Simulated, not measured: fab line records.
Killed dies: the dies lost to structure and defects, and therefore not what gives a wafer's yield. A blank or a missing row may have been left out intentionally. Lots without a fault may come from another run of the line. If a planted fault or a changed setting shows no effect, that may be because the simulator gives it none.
Struck lot and sound lot, side by side	flow gf180mcu	14 out of 602 route steps
Sound: these wafers, L309.3, L309.4, L309.5. Struck: wafer L307.4. (L307.3 of the same lot was not struck and is left out.) The cause comes at the end.
At each step with rows: each side's tool, then ch and its chambers, then its first start. Under that, the readings that differ: sound wafers	struck wafers	difference of the means	sigmas: that difference in standard deviations of wafers without a fault.
alike: readings whose means differ by less than 2 such deviations, and words and numbers that are the same on both sides. not compared: withheld readings, readings that some wafer has no value for, bounds like >300 that may hide the same value, and numbers for which the record gives no deviation and whose values overlap.
Wherever a step has rows on one side only, a row that says differs or no value, or a row with sigmas, the two part there. Non-overlapping numbers with no deviation appear without sigmas and do not part them. A reading missing from all wafers of one side parts the sides only when that side holds two or more wafers.

first, 4 steps without rows for these wafers: GF_V5_SOFTBAKE_10 (time 60 s); GF_V5_EXPOSE_11 (exposes mask Via5, target cd 260 nm); GF_V5_PEB_12 (peb time 90 s); GF_V5_DEVELOP_13 (develop time 60 s).
GF_V5_CD_MEAS_14: the cd target is 260 nm.
  sound: cd sem-02 at day 32 00:07; struck: cd sem-01 at day 31 16:19
  alike: cd nm
GF_V5_OVL_MEAS_15:
  sound: overlay-02 at day 32 00:12; struck: overlay-01 at day 31 16:24
  alike: V5_OVL
GF_V5_ETCH_16: etches BARC in N2/H2.
  sound on rie diel-04 ch 0,1,2, day 32 00:13; struck on rie diel-04 ch 2, day 31 16:25
  alike: drypump motor current A, n2 flow sccm, oes product au, throttle valve pct
GF_V5_ETCH_17: etches SiO2 in C4F8/O2/Ar, stops on TiN, target depth 855 nm.
  sound: rie diel-04 ch 0,1,2; struck: rie diel-04 ch 2
  alike: oes product au
GF_V5_STRIP_18: strips in O2/N2.
  sound on plasma asher-03 ch 0,1, day 32 00:25; struck on plasma asher-01 ch 0, day 31 16:37
  alike: drypump motor current A, heater power w, n2 flow sccm, oes product au, platen temp c
  not compared: rf hours counter h
then, 2 steps without rows for these wafers: GF_V5_STRIP_19 (strips in post etch residue remover, time 1200 s); GF_V5_CLEAN_20 (cleans in DIW).
GF_V5_SPUTTER_21: material Ti, target thk 15 nm, time 80.02 s.
  sound: pvd sputter-01 at day 32 00:55; struck: pvd sputter-04 at day 31 17:07
  alike: throttle valve pct
GF_V5_SPUTTER_22: material TiN, target thk 10 nm, time 40 s.
  sound: pvd sputter-01 at day 32 00:58; struck: pvd sputter-04 at day 31 17:10
reading	sound	struck	difference	sigmas
model.TiN_of_V5_SPUTTER_22.thk nm (nm)	9.955 10.06 10.06	7.424	-2.601	
  alike: throttle valve pct
GF_V5_CVD_23: deposits W, target thk 350 nm, time 104.9 s.
  sound on cvd w-01 ch 0,1, day 32 01:03; struck on cvd w-02 ch 1, day 31 17:15
  alike: heater power w

WHERE THEY PART
Nowhere in this record.

WHY: the cause the simulator had injected
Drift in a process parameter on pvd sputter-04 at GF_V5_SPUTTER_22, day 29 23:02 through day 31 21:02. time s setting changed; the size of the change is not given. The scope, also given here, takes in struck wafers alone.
